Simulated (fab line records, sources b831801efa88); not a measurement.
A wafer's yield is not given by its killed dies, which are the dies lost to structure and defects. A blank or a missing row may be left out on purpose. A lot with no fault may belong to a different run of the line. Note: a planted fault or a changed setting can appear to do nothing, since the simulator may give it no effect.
Which tool is to blame? :: flow sky130 :: route of 708 steps, sampled at 1 step: 6 lots, 18 wafers

## WHAT THE GAUGES SHOWED, per wafer
SKY_FIELD_ISO_CD_MEAS_13: the cd target is 150 nm.
lot: L829
measured: day 2 11:35
on: cd-sem-02
cd-nm (nm): 150.3 150.5 148.3

lot: L832
measured: day 3 02:22
on: cd-sem-02
cd-nm (nm): 148.0 148.2 148.7

lot: L843
measured: day 5 11:34
on: cd-sem-02
cd-nm (nm): 150.8 150.2 151.5

lot: L846
measured: day 6 02:04
on: cd-sem-02
cd-nm (nm): 152.4 151.8 152.9

lot: L848
measured: day 6 11:52
on: cd-sem-02
cd-nm (nm): 151.1 151.3 151.6

lot: L850
measured: day 7 01:52
on: cd-sem-02
cd-nm (nm): 148.6 148.0 150.2

## WHICH TOOL RAN EACH LOT (tool, then ch and the chambers of the sampled wafers, then the start)
Before these readings, the record contains no process step.

## THE ANSWER, worked out from the rows above alone
Rule: what is usual is taken from the lots themselves. Put in order of their means at a reading, lots are off if they are a third of the lots or fewer, leave a main group of 4 or more, and stand apart from it by a gap of 3 or more times the standard deviation of the main group's means; of several such gaps the widest counts. If all means in a main group match to the digits the tables above print for the reading, that group is not used. Also off: a lot with no number at a reading for which 4 or more lots have one. Any other lot the step has rows for is counted as sound.
Across all readings shown, no lot is off: no conclusion can be drawn from this.

## WHAT HAD BEEN PUT IN BY THE SIMULATOR
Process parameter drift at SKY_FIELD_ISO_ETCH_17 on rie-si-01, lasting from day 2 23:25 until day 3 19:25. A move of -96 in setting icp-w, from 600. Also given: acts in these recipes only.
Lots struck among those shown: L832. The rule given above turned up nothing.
